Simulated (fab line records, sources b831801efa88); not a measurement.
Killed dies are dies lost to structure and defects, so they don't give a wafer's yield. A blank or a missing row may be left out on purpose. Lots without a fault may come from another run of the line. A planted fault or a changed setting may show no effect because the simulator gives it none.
Which tool did it? | flow sky130 | 12 lots, 36 wafers sampled, at 4 steps of a route of 708

WHAT THE GAUGES READ, wafer by wafer
SKY_VIA3_OVL_MEAS_13.
lot  | measured     | on         | VIA3_OVL (nm)
L669 | day 39 18:19 | overlay-01 | -1 10 3
L670 | day 40 03:29 | overlay-02 | -3 -3 3
L671 | day 40 08:01 | overlay-01 | -4 4 -1
L672 | day 41 04:38 | overlay-01 | -6 -3 0
L673 | day 41 09:16 | overlay-01 | 13 10 8
L674 | day 41 10:23 | overlay-02 | -2 5 -7
L676 | day 42 03:23 | overlay-01 | -6 -6 -7
L677 | day 42 16:20 | overlay-01 | -6 -4 -4
L679 | day 42 21:26 | overlay-02 | 3 0 -2
L684 | day 44 06:56 | overlay-01 | 6 -1 9
L685 | day 44 15:13 | overlay-02 | -6 -12 -4
L690 | day 46 09:22 | overlay-01 | -2 -1 -4

SKY_VIA4_OVL_MEAS_11.
lot  | measured     | on         | VIA4_OVL (nm)
L669 | day 42 21:20 | overlay-01 | -0.2 0.7 -0.5
L670 | day 43 06:43 | overlay-02 | 1.2 -0.6 -0.5
L671 | day 43 11:59 | overlay-02 | 2.1 2.8 2.9
L672 | day 44 06:23 | overlay-02 | 1.9 0.7 1.4
L673 | day 44 10:13 | overlay-01 | 3.5 -1.5 2.4
L674 | day 44 11:32 | overlay-01 | -2.7 -3.1 -4.0
L676 | day 45 02:59 | overlay-01 | 0.5 1.6 -1.4
L677 | day 45 14:14 | overlay-02 | 1.7 0.6 0.4
L679 | day 45 19:20 | overlay-01 | 0.2 -0.7 0.4
L684 | day 47 01:02 | overlay-02 | -2.6 -1.6 0.5
L685 | day 47 08:42 | overlay-02 | 0.1 0.1 -0.3
L690 | day 48 22:08 | overlay-01 | -0.2 0.8 -1.7

WHICH TOOL RAN EACH LOT (tool, then ch and the chambers of the sampled wafers, then the start)
lot  | SKY_METAL3_ETCH_16                | SKY_METAL3_STRIP_19
L669 | rie_metal-02 ch 0,1, day 38 15:31 | plasma_asher-03 ch 0,1, day 38 15:49
L670 | rie_metal-02 ch 0,1, day 39 00:08 | plasma_asher-02 ch 0,1, day 39 00:27
L671 | rie_metal-03 ch 0,1, day 39 05:26 | plasma_asher-04 ch 0,1, day 39 05:47
L672 | rie_metal-03 ch 0,1, day 40 02:39 | plasma_asher-03 ch 0,1, day 40 03:00
L673 | rie_metal-02 ch 0,1, day 40 07:19 | plasma_asher-02 ch 0,1, day 40 07:38
L674 | rie_metal-03 ch 0,1, day 40 08:26 | plasma_asher-04 ch 0,1, day 40 08:43
L676 | rie_metal-02 ch 0,1, day 41 02:06 | plasma_asher-02 ch 0,1, day 41 02:23
L677 | rie_metal-02 ch 0, day 41 15:25   | plasma_asher-04 ch 0,1, day 41 15:43
L679 | rie_metal-02 ch 0,1, day 41 19:46 | plasma_asher-04 ch 0,1, day 41 20:04
L684 | rie_metal-02 ch 0,1, day 43 07:22 | plasma_asher-02 ch 0,1, day 43 07:43
L685 | rie_metal-02 ch 0,1, day 43 15:26 | plasma_asher-03 ch 0,1, day 43 15:43
L690 | rie_metal-01 ch 0,1, day 45 10:39 | plasma_asher-02 ch 0,1, day 45 10:57
- SKY_METAL3_ETCH_16: etches BARC in N2/H2, stops on SiO2, time 88.2 s, target depth 60 nm.
- SKY_METAL3_STRIP_19: strips in O2/N2.

WHAT THE TOOLS THEMSELVES READ (means of the sampled wafers that have a number; where no wafer has one, the mark that the record gives instead)
SKY_METAL3_ETCH_16.
lot  | tool         | drypump_motor_current_A (A) | oes_product_au (a.u.) | throttle_valve_pct (%)
L669 | rie_metal-02 | 6.0                         | 0.626                 | 13.212
L670 | rie_metal-02 | 6.2                         | 0.627                 | 13.200
L671 | rie_metal-03 | 5.8                         | 0.625                 | 13.208
L672 | rie_metal-03 | 5.5                         | 0.626                 | 13.209
L673 | rie_metal-02 | 6.0                         | 0.625                 | 13.195
L674 | rie_metal-03 | 5.9                         | 0.628                 | 13.214
L676 | rie_metal-02 | 6.3                         | 0.625                 | 13.203
L677 | rie_metal-02 | 6.5                         | 0.628                 | 13.208
L679 | rie_metal-02 | 6.0                         | 0.626                 | 13.198
L684 | rie_metal-02 | 6.0                         | 0.627                 | 13.208
L685 | rie_metal-02 | 6.3                         | 0.625                 | 13.203
L690 | rie_metal-01 | 5.7                         | 0.623                 | 13.208

SKY_METAL3_STRIP_19.
lot  | tool            | drypump_motor_current_A (A) | oes_product_au (a.u.) | strip_time_to_endpoint_s (s)
L669 | plasma_asher-03 | 5.5                         | 0.508                 | 6.66
L670 | plasma_asher-02 | 6.1                         | 0.510                 | 6.61
L671 | plasma_asher-04 | 5.8                         | 0.509                 | 6.61
L672 | plasma_asher-03 | 5.5                         | 0.505                 | 6.53
L673 | plasma_asher-02 | 6.1                         | 0.509                 | 6.54
L674 | plasma_asher-04 | 5.9                         | 0.505                 | 6.57
L676 | plasma_asher-02 | 6.1                         | 0.502                 | 6.62
L677 | plasma_asher-04 | 5.9                         | 0.501                 | 6.47
L679 | plasma_asher-04 | 5.9                         | 0.499                 | 6.55
L684 | plasma_asher-02 | 5.9                         | 0.505                 | 6.67
L685 | plasma_asher-03 | 5.5                         | 0.505                 | 6.61
L690 | plasma_asher-02 | 5.9                         | 0.504                 | 6.41

THE ANSWER, worked out from the rows above alone
Rule: what is usual is taken from the lots themselves. Put in order of their means at a reading, lots are off if they are a third of the lots or fewer, leave a main group of 4 or more, and stand apart from it by a gap of 3 or more times the standard deviation of the main group's means; of several such gaps the widest counts. A main group whose means are all the same, to the digits that the tables above print for the reading, isn't used. A lot without any number at a reading at which 4 lots or more have one is off too. The other lots that the step has rows for count as sound. The gauges are gone through in route order, then the tools' own readings, and for those a lot's mean is taken as printed above. The first step at which some lot is off is used, and at that step the reading that is off furthest; a lot without a number counts as furthest.
No lot is off at any reading shown: from this, nothing can be told.

WHAT THE SIMULATOR HAD PUT IN
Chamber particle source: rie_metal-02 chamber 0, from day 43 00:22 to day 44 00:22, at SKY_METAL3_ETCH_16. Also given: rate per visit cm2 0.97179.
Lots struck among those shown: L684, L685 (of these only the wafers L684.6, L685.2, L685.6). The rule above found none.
